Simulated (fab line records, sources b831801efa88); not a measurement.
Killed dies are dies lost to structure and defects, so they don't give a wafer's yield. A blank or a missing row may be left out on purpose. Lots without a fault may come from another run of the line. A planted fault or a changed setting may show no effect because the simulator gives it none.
fab line records | flow sky130
record lots=6 wafers=18 last_day=50
route steps=708 shown METAL4@627 VIA4@639 PAD_OPEN@708
lots that met no fault: from a run of the same line without faults
start_h: hours from the record's first day to the start of the lot's first wafer shown | wait_h: hours since the lot's step before | " the same as in the row above | L1.1+2: a row that stands for several wafers | - no value, or no start given | * or withheld: withheld | < > ~ a bound
route shown NAME@n: a module of which the file shows steps, and the number in the route of the first | usual: mean/standard deviation of fault-free wafers | same: alike in all rows | chamber/n: place in a boat | sites: the reading at each site | _std_site: their standard deviation | _edge_site: outer sites' mean less inner sites' | radius_mm: how far each site lies from the wafer's centre | mask NAME#n: copy n | behind: the tool/chamber that last shaped the wafer | hold: why the lot was held/for how many hours/how that ended | device: the transistor (n, p or np) that didn't switch | end of line: the same wafers' tests at the end of the route | a step without rows: its recipe alone | killed: dies lost to structure and defects at the first sort, not the wafer's yield | map: a wafer's dies, x killed, . not, _ none there
set.NAME: the setting as run; set.NAME@STEP: as run at that earlier step | model.NAME: the simulator's own value behind a step, which no gauge read
lots at some steps of the route; a table a step, a row a wafer
services: from which hour (start_h, from the record's first day; less than 0 if before it) a tool's chamber was out of use, for how many hours, and why
## steps
# step SKY_METAL4_PEB_11
# recipe peb_temp_c=withheld peb_time_s=withheld resist=KrF-thick
# step SKY_METAL4_DEVELOP_12
# recipe develop_time_s=60 resist=KrF-thick dev_temp_c=21
# step SKY_METAL4_CD_MEAS_13
# recipe target_cd_nm=300
# usual cd_nm=300.0/1.5
# columns lot.wafer tool chamber start_h wait_h cd_nm
L380.2 cd_sem-02 - 993.01 - 302.5
L380.4 " - " " 301.8
L380.6 " - " " 302.7
L386.4 cd_sem-01 - 1035.62 - 297.7
L386.5 " - " " 298.7
L386.6 " - " " 299.1
L388.3 cd_sem-01 - 1050.88 - 300.9
L388.4 " - " " 300.0
L388.5 " - " " 300.1
L396.2 cd_sem-02 - 1105.88 - 301.9
L396.3 " - " " 302.4
L396.5 " - " " 302.4
L400.2 cd_sem-02 - 1118.90 - 299.7
L400.5 " - " " 299.8
L400.6 " - " " 300.2
L402.1 cd_sem-02 - 1125.01 - 300.6
L402.4 " - " " 299.7
L402.6 " - " " 300.7
# step SKY_METAL4_OVL_MEAS_14
# usual METAL4_OVL=0/5.3
# columns lot.wafer tool chamber start_h wait_h METAL4_OVL[nm]
L380.2 overlay-02 - 993.12 0.1 -4
L380.4 " - " " -4
L380.6 " - " " -4
L386.4 overlay-02 - 1035.70 0.1 2
L386.5 " - " " 3
L386.6 " - " " 0
L388.3 overlay-02 - 1050.97 0.1 1
L388.4 " - " " 5
L388.5 " - " " 10
L396.2 overlay-02 - 1105.99 0.1 4
L396.3 " - " " 7
L396.5 " - " " 8
L400.2 overlay-02 - 1119.00 0.1 4
L400.5 " - " " 8
L400.6 " - " " 1
L402.1 overlay-02 - 1125.13 0.1 -6
L402.4 " - " " -2
L402.6 " - " " -3
# step SKY_METAL4_DESCUM_15
# recipe chemistry=O2 source_power_w=150 bias_power_w=0 pressure_mtorr=10 temp_c=40 time_s=8
# usual drypump_motor_current_A=5.4/0.38 oes_product_au=1.019/0.011
# same bias_power_w=0
# columns lot.wafer tool chamber start_h wait_h drypump_motor_current_A oes_product_au rf_hours_counter_h
L380.2 rie_metal-02 1 993.15 0.0 5.3 1.023 7
L380.4 " 1 " " 5.3 1.014 -
L380.6 " 1 " " 5.3 1.031 -
L386.4 rie_metal-01 0 1035.73 0.0 6.0 1.015 -
L386.5 " 1 " " 5.4 1.017 -
L386.6 " 0 " " 6.0 1.013 -
L388.3 rie_metal-01 1 1051.01 0.0 5.4 1.016 -
L388.4 " 0 " " 6.0 1.014 -
L388.5 " 1 " " 5.4 1.022 -
L396.2 rie_metal-04 1 1106.03 0.0 5.0 1.028 -
L396.3 " 1 " " 4.9 1.029 -
L396.5 " 1 " " 4.9 1.019 -
L400.2 rie_metal-02 1 1119.03 0.0 5.3 1.020 16
L400.5 " 0 " " 5.1 1.003 -
L400.6 " 1 " " 5.3 1.016 -
L402.1 rie_metal-01 1 1125.17 0.0 5.4 1.021 19
L402.4 " 1 " " 5.4 1.024 -
L402.6 " 1 " " 5.4 1.031 -
# step SKY_METAL4_ETCH_16
# recipe chemistry=N2/H2 target=BARC ion_energy_ev=200 bias_w=100 pressure_mtorr=30 n2_flow_sccm=100 h2_flow_sccm=200 icp_w=500 stop_on=SiO2 time_s=88.2 target_depth_a=600
# usual drypump_motor_current_A=5.4/0.38 oes_product_au=0.626/0.0045 throttle_valve_pct=13.204/0.0084
# columns lot.wafer tool chamber start_h wait_h drypump_motor_current_A oes_product_au rf_hours_counter_h throttle_valve_pct
L380.2 rie_metal-02 1 993.18 0.0 5.3 0.622 7 13.214
L380.4 " 1 " " 5.3 0.629 - 13.213
L380.6 " 1 " " 5.3 0.628 - 13.199
L386.4 rie_metal-01 0 1035.78 0.0 6.0 0.628 - 13.199
L386.5 " 1 " " 5.4 0.629 - 13.198
L386.6 " 0 " " 6.0 0.619 - 13.185
L388.3 rie_metal-01 1 1051.06 0.0 5.4 0.622 - 13.203
L388.4 " 0 " " 6.0 0.626 - 13.212
L388.5 " 1 " " 5.4 0.631 - 13.196
L396.2 rie_metal-04 1 1106.11 0.1 4.9 0.616 - 13.192
L396.3 " 1 " " 4.9 0.618 - 13.203
L396.5 " 1 " " 4.9 0.627 - 13.195
L400.2 rie_metal-02 1 1119.06 0.0 5.3 0.626 16 13.217
L400.5 " 0 " " 5.2 0.622 - 13.209
L400.6 " 1 " " 5.3 0.619 - 13.212
L402.1 rie_metal-01 1 1125.20 0.0 5.4 0.630 19 13.198
L402.4 " 1 " " 5.4 0.621 - 13.192
L402.6 " 1 " " 5.4 0.628 - 13.201
# step SKY_METAL4_ETCH_17
# recipe target=SiO2 stop_on=TiN chemistry=C4F8/O2/Ar source_w=1500 bias_w=1200 pressure_mtorr=40 c4f8_flow_sccm=withheld O2_flow_sccm=6 Ar_flow_sccm=300 time_s=3.9 target_depth_a=150
# usual oes_product_au=0.756/0.0071
# columns lot.wafer tool chamber start_h wait_h oes_product_au rf_hours_counter_h
L380.2 rie_diel-01 2 993.28 0.1 0.753 17
L380.4 " 1 " " 0.764 19
L380.6 " 3 " " 0.757 -
L386.4 rie_diel-01 3 1035.85 0.0 0.763 12
L386.5 " 1 " " 0.770 -
L386.6 " 2 " " 0.753 -
L388.3 rie_diel-01 2 1051.13 0.0 0.754 19
L388.4 " 3 " " 0.743 13
L388.5 " 2 " " 0.754 -
L396.2 rie_diel-04 3 1106.28 0.1 0.752 17
L396.3 " 1 " " 0.756 14
L396.5 " 1 " " 0.772 -
L400.2 rie_diel-04 3 1119.16 0.1 0.768 18
L400.5 " 2 " " 0.762 -
L400.6 " 3 " " 0.764 -
L402.1 rie_diel-04 2 1125.30 0.1 0.746 24
L402.4 " 1 " " 0.759 14
L402.6 " 3 " " 0.757 -
# step SKY_METAL4_METAL_ETCH_18
# recipe target_depth_a=8450 stop_on=SiO2 over_etch_frac=0.3 time_s=178.2 chemistry=Cl2/BCl3 resist_sidewall_deg=88 pressure_mtorr=10 icp_w=900 bias_w=48.5 Cl2_flow_sccm=60 bcl3_flow_sccm=30
# usual drypump_motor_current_A=5.4/0.32 mfc_cl2_sccm=60.03/0.17 oes_product_au=0.880/0.0059 throttle_valve_pct=22.264/0.0083
# columns lot.wafer tool chamber start_h wait_h drypump_motor_current_A mfc_cl2_sccm oes_product_au rf_hours_counter_h throttle_valve_pct
L380.2 rie_metal-01 0 993.29 0.0 6.0 60.32 0.872 2 22.259
L380.4 " 1 " " 5.4 59.98 0.878 - 22.251
L380.6 " 0 " " 6.0 59.70 0.883 - 22.254
L386.4 rie_metal-02 1 1035.92 0.1 5.2 60.13 0.879 - 22.262
L386.5 " 1 " " 5.2 60.32 0.882 - 22.261
L386.6 " 0 " " 5.1 59.87 0.876 - 22.248
L388.3 rie_metal-02 0 1051.20 0.1 5.1 60.20 0.888 - 22.269
L388.4 " 1 " " 5.2 60.06 0.885 - 22.272
L388.5 " 1 " " 5.3 60.08 0.887 - 22.271
L396.2 rie_metal-02 0 1106.29 0.0 5.2 60.39 0.891 18 22.271
L396.3 " 1 " " 5.2 60.07 0.888 - 22.263
L396.5 " 0 " " 5.2 60.31 0.887 - 22.277
L400.2 rie_metal-01 1 1119.18 0.0 5.4 60.30 0.877 18 22.272
L400.5 " 1 " " 5.4 60.22 0.885 - 22.273
L400.6 " 0 " " 6.0 60.13 0.882 - 22.268
L402.1 rie_metal-02 0 1125.32 0.0 5.2 60.14 0.873 20 22.260
L402.4 " 0 " " 5.2 60.01 0.882 - 22.269
L402.6 " 1 " " 5.3 59.94 0.879 - 22.262
# step SKY_METAL4_STRIP_19
# recipe chemistry=O2/N2 power_w=1400 pressure_mtorr=1500 platen_temp_c=withheld o2_flow_sccm=3000 n2_flow_sccm=300 overash_fraction=0.5
# usual drypump_motor_current_A=5.3/0.44 oes_product_au=0.503/0.0064 strip_time_to_endpoint_s=6.55/0.094
# columns lot.wafer tool chamber start_h wait_h drypump_motor_current_A oes_product_au rf_hours_counter_h strip_time_to_endpoint_s
L380.2 plasma_asher-02 0 993.47 0.1 5.0 0.497 54 6.57
L380.4 " 1 " " 6.1 0.497 - 6.46
L380.6 " 0 " " 5.0 0.506 - 6.57
L386.4 plasma_asher-03 0 1036.08 0.1 5.5 0.503 - 6.57
L386.5 " 1 " " 5.4 0.501 - 6.54
L386.6 " 0 " " 5.5 0.504 - 6.60
L388.3 plasma_asher-03 1 1051.36 0.1 5.4 0.512 - 6.61
L388.4 " 0 " " 5.5 0.508 - 6.61
L388.5 " 0 " " 5.5 0.494 - 6.47
L396.2 plasma_asher-02 0 1106.47 0.1 4.9 0.507 65 6.55
L396.3 " 1 " " 6.1 0.494 - 6.43
L396.5 " 1 " " 6.1 0.501 - 6.56
L400.2 plasma_asher-02 0 1119.36 0.1 5.0 0.507 67 6.45
L400.5 " 0 " " 5.0 0.497 - 6.48
L400.6 " 1 " " 6.1 0.501 - 6.59
L402.1 plasma_asher-02 1 1125.49 0.1 6.1 0.506 67 6.58
L402.4 " 0 " " 5.0 0.499 - 6.56
L402.6 " 0 " " 5.0 0.496 - 6.40
# step SKY_METAL4_STRIP_20
# recipe chemistry=post_etch_residue_remover time_s=1200 temp_c=72.5
# step SKY_METAL4_CLEAN_21
# recipe chemistry=IPA time_s=180 temp_c=25
# step SKY_METAL4_CLEAN_22
# recipe chemistry=O3/DIW dry=n2_spin
# step SKY_VIA4_HDPCVD_00
# recipe material=SiO2 target_thk_nm=1750 sigma_open_frac=0.3 time_s=291.7 temp_c=400 sih4_flow_sccm=60 pressure_mtorr=6
# usual sih4_flow_sccm=60.01/0.16
# columns lot.wafer tool chamber start_h wait_h sih4_flow_sccm model.SiO2_of_VIA4_HDPCVD_00.thk_nm
L380.2 hdpcvd-01 1 994.65 0.0 59.77 1735
L380.4 " 1 " " 60.03 1740
L380.6 " 0 " " 59.44 1782
L386.4 hdpcvd-02 0 1037.16 0.1 59.97 1754
L386.5 " 1 " " 60.20 1738
L386.6 " 2 " " 60.07 1746
L388.3 hdpcvd-02 2 1052.12 0.0 60.16 1784
L388.4 " 1 " " 59.87 1743
L388.5 " 0 " " 59.71 1783
L396.2 hdpcvd-02 0 1107.10 0.0 47.83 1417
L396.3 " 1 " " 60.02 1718
L396.5 " 1 " " 60.04 1722
L400.2 hdpcvd-02 0 1119.95 0.0 48.06 1414
L400.5 " 1 " " 60.26 1735
L400.6 " 0 " " 47.97 1404
L402.1 hdpcvd-01 2 1126.13 0.0 59.91 1768
L402.4 " 1 " " 59.98 1721
L402.6 " 2 " " 60.20 1764
# step SKY_VIA4_THK_MEAS_01
# recipe reads=SiO2_of_VIA4_HDPCVD_00
# usual VIA4_HDPCVD_THK=1750/21
# columns lot.wafer tool chamber start_h wait_h VIA4_HDPCVD_THK[nm]
L380.2 film_metro-03 - 994.83 0.1 1734
L380.4 " - " " 1739
L380.6 " - " " 1783
L386.4 film_metro-03 - 1037.28 0.0 1754
L386.5 " - " " 1737
L386.6 " - " " 1746
L388.3 film_metro-03 - 1052.32 0.1 1783
L388.4 " - " " 1742
L388.5 " - " " 1782
L396.2 film_metro-01 - 1107.29 0.1 1417
L396.3 " - " " 1719
L396.5 " - " " 1721
L400.2 film_metro-01 - 1120.14 0.1 1413
L400.5 " - " " 1735
L400.6 " - " " 1403
L402.1 film_metro-01 - 1126.31 0.1 1769
L402.4 " - " " 1720
L402.6 " - " " 1763
# step SKY_VIA4_CMP_02
# recipe material=SiO2 down_force_psi=4 platen_rpm=60 pad_velocity_m_s=0.94248
# step SKY_PAD_OPEN_PROBE_99
# usual defect_limited_yield=82.8/1.8 killed_at_M0_to_M3=42/5.8 killed_at_M4_up=3.0/2 killed_at_contacts=24/5.5 killed_at_front_end=15/3.9 killed_at_other=0.3/0.54 killed_dies=85/8.8 killed_open=47/6.8 killed_short=38/5.9 sort_bin_3_pad_short=0.9/0.41 sort_bin_5_function=10.1/1.4 sort_bin_6_memory=6.2/1.2 sort_n_pass=407/8.8 sort_yield_pct=82.8/1.8
# same gross_dies=492 killed_at_back_side=0 sort_bin_4_leakage[%]=0 sort_bin_8_speed[%]=0
# columns lot.wafer tool chamber start_h wait_h defect_limited_yield[%] killed_at_M0_to_M3 killed_at_M4_up killed_at_contacts killed_at_front_end killed_at_other killed_dies killed_open killed_short sort_bin_3_pad_short[%] sort_bin_5_function[%] sort_bin_6_memory[%] sort_n_pass sort_yield_pct[%]
L380.2 prober-02 - 1088.67 0.1 83.9 35 5 23 16 0 79 41 38 1.0 10.0 5.1 413 83.9
L380.4 prober-02 - 1088.77 0.2 78.9 44 3 38 19 0 104 54 50 0.2 13.6 7.3 388 78.9
L380.6 prober-02 - 1088.87 0.2 86.4 34 0 11 22 0 67 32 35 1.0 6.7 5.9 425 86.4
L386.4 prober-02 - 1125.57 0.2 85.0 35 7 17 15 0 74 38 36 0.6 9.1 5.3 418 85.0
L386.5 prober-02 - 1125.62 0.2 81.7 40 3 32 15 0 90 52 38 1.0 11.6 5.7 402 81.7
L386.6 prober-02 - 1125.67 0.2 86.8 32 1 23 9 0 65 39 26 0.6 6.5 6.1 427 86.8
L388.3 prober-02 - 1139.59 0.2 81.7 48 1 30 11 0 90 59 31 0.6 11.8 5.9 402 81.7
L388.4 prober-02 - 1139.64 0.2 82.3 39 2 29 17 0 87 47 40 0.8 11.0 5.9 405 82.3
L388.5 prober-02 - 1139.69 0.2 82.5 42 2 26 16 0 86 46 40 0.4 11.6 5.5 406 82.5
L396.2 prober-01 - 1185.12 0.1 82.7 43 1 21 19 1 85 46 39 0.6 9.3 7.3 407 82.7
L396.3 prober-01 - 1185.17 0.2 80.1 57 7 15 19 0 98 53 45 1.2 10.6 8.1 394 80.1
L396.5 prober-01 - 1185.27 0.2 83.7 40 1 19 19 1 80 44 35 0.8 7.5 7.9 412 83.7
L402.1 prober-01 - 1201.43 0.1 85.2 37 3 16 17 0 73 35 33 1.4 8.9 4.5 419 85.2
L402.4 prober-01 - 1201.58 0.2 84.8 33 4 27 11 0 75 33 40 1.0 9.3 4.9 417 84.8
L402.6 prober-01 - 1201.68 0.2 83.3 33 6 23 20 0 82 49 32 0.6 10.0 6.1 410 83.3
# killed by level:class
L380.2 VIA1:geometric_particle:open=8 FIELD_ISO:geometric_particle:open=7 CONTACT:geometric_particle:open=7 CONTACT:geometric_particle:short=6 LOCAL_INTERCONNECT:geometric_particle:short=5 VIA2:geometric_particle:open=5 VIA3:geometric_particle:open=5 FIELD_ISO:geometric_particle:short=4
L380.4 VIA1:geometric_particle:open=13 CONTACT:geometric_particle:open=13 LI_CONTACT:geometric_particle:open=8 LOCAL_INTERCONNECT:geometric_particle:short=7 METAL1:geometric_particle:short=6 VIA3:geometric_particle:open=6 CONTACT:geometric_particle:short=6 METAL2:geometric_particle:short=5
L380.6 VIA1:geometric_particle:open=12 POLY_GATE:geometric_particle:short=6 FIELD_ISO:geometric_particle:short=5 CONTACT:geometric_particle:short=5 METAL1:geometric_particle:short=5 METAL2:geometric_particle:short=5 POLY_GATE:geometric_particle:open=4 FIELD_ISO:geometric_particle:open=3
L386.4 VIA1:geometric_particle:open=9 VIA3:geometric_particle:open=8 CONTACT:geometric_particle:open=7 LI_CONTACT:geometric_particle:open=6 METAL4:geometric_particle:short=6 FIELD_ISO:geometric_particle:short=5 POLY_GATE:geometric_particle:short=5 POLY_GATE:geometric_particle:open=3
L386.5 LI_CONTACT:geometric_particle:open=12 VIA1:geometric_particle:open=11 CONTACT:geometric_particle:open=8 METAL2:geometric_particle:short=6 POLY_GATE:geometric_particle:open=5 CONTACT:geometric_particle:short=5 VIA2:geometric_particle:open=4 METAL1:geometric_particle:short=4
L386.6 CONTACT:geometric_particle:open=9 VIA2:geometric_particle:open=8 LI_CONTACT:geometric_particle:open=7 VIA1:geometric_particle:open=7 METAL1:geometric_particle:short=6 LOCAL_INTERCONNECT:geometric_particle:short=5 POLY_GATE:geometric_particle:open=4 VIA3:geometric_particle:short=4
L388.3 CONTACT:geometric_particle:open=13 VIA1:geometric_particle:open=12 LI_CONTACT:geometric_particle:open=9 METAL2:geometric_particle:short=9 VIA3:geometric_particle:open=7 POLY_GATE:geometric_particle:open=5 VIA2:geometric_particle:open=5 METAL1:geometric_particle:short=4
L388.4 LI_CONTACT:geometric_particle:open=10 CONTACT:geometric_particle:open=10 POLY_GATE:geometric_particle:short=7 VIA1:geometric_particle:open=6 METAL1:geometric_particle:short=6 VIA2:geometric_particle:open=6 VIA3:geometric_particle:open=5 VIA2:geometric_particle:short=5
L388.5 CONTACT:geometric_particle:open=14 VIA3:geometric_particle:open=7 POLY_GATE:geometric_particle:short=5 METAL1:geometric_particle:short=5 VIA1:geometric_particle:open=5 METAL2:geometric_particle:short=5 FIELD_ISO:geometric_particle:short=4 METAL2:geometric_particle:open=4
L396.2 VIA2:geometric_particle:open=10 CONTACT:geometric_particle:open=8 VIA1:geometric_particle:short=6 VIA1:geometric_particle:open=6 METAL2:geometric_particle:short=6 VIA3:geometric_particle:open=6 POLY_GATE:geometric_particle:short=5 LI_CONTACT:geometric_particle:open=5
L396.3 VIA1:geometric_particle:open=17 METAL2:geometric_particle:short=8 METAL4:geometric_particle:short=7 CONTACT:geometric_particle:open=7 METAL1:geometric_particle:short=6 FIELD_ISO:geometric_particle:open=5 VIA3:geometric_particle:open=5 POLY_GATE:geometric_particle:short=4
L396.5 VIA1:geometric_particle:open=8 CONTACT:geometric_particle:open=7 VIA3:geometric_particle:open=7 FIELD_ISO:geometric_particle:open=6 LI_CONTACT:geometric_particle:open=6 METAL3:geometric_particle:short=5 VIA1:geometric_particle:short=4 METAL2:geometric_particle:short=4
L402.1 VIA1:geometric_particle:open=12 VIA1:geometric_particle:short=8 FIELD_ISO:geometric_particle:open=5 NWELL:coat_microbubble_printed=5 METAL2:geometric_particle:short=5 FIELD_ISO:geometric_particle:short=4 LI_CONTACT:geometric_particle:open=4 CONTACT:geometric_particle:short=4
L402.4 CONTACT:geometric_particle:open=7 LI_CONTACT:geometric_particle:open=6 VIA1:geometric_particle:open=6 LI_CONTACT:geometric_particle:short=5 CONTACT:geometric_particle:short=5 METAL1:geometric_particle:short=5 METAL2:geometric_particle:short=5 METAL4:geometric_particle:short=4
L402.6 LI_CONTACT:geometric_particle:open=10 VIA1:geometric_particle:open=10 CONTACT:geometric_particle:open=8 FIELD_ISO:geometric_particle:open=7 METAL2:geometric_particle:short=7 METAL4:geometric_particle:short=5 FIELD_ISO:geometric_particle:short=4 VIA2:geometric_particle:open=4
## services
# columns tool chamber start_h hours kind
hdpcvd-02 0 979.69 - clean
hdpcvd-02 1 979.69 - clean
hdpcvd-02 2 979.69 - clean
rie_metal-04 - 980.03 15.6 pm
rie_metal-01 - 981.74 4.0 pm
hdpcvd-02 - 986.42 2.8 pm
rie_metal-04 0 1007.15 11.3 repair
rie_metal-01 0 1012.35 20.0 repair
plasma_asher-02 - 1016.55 1.7 repair
plasma_asher-03 - 1047.32 3.5 repair
hdpcvd-01 - 1061.12 6.0 pm
rie_diel-01 0 1064.98 8.0 repair
rie_diel-04 3 1088.08 12.6 repair
hdpcvd-02 1 1088.41 8.2 repair
rie_diel-01 1 1096.45 5.3 repair
hdpcvd-02 - 1097.50 0.2 repair
rie_diel-04 0 1098.51 15.4 repair
rie_metal-04 0 1098.64 - clean
rie_metal-04 0 1098.64 23.0 scheduled_down
rie_metal-04 0 1098.64 23.0 vent_cycle
hdpcvd-01 - 1119.88 5.5 pm
## key
first_sign step=SKY_VIA4_HDPCVD_00 reading=sih4_flow_sccm direction=down sigmas=74 usual=60.01 struck=47.95
effect step=SKY_VIA4_THK_MEAS_01 reading=VIA4_HDPCVD_THK direction=down sigmas=16 usual=1750 struck=1411
model_effect step=SKY_VIA4_HDPCVD_00 value=SiO2_of_VIA4_HDPCVD_00.thk_nm without=1761 struck=1411
met_at SKY_VIA4_HDPCVD_00
struck_wafers L396.2,L400.2,L400.6
onset_between 1052.12 1107.10
fault kind=process_parameter_drift tool=hdpcvd-02 chamber=0 onset_h=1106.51 steps=SKY_VIA4_HDPCVD_00 channel=sih4_flow_sccm offset=-12 shape=step end_h=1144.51 acts_in=these_recipes_only stated=60
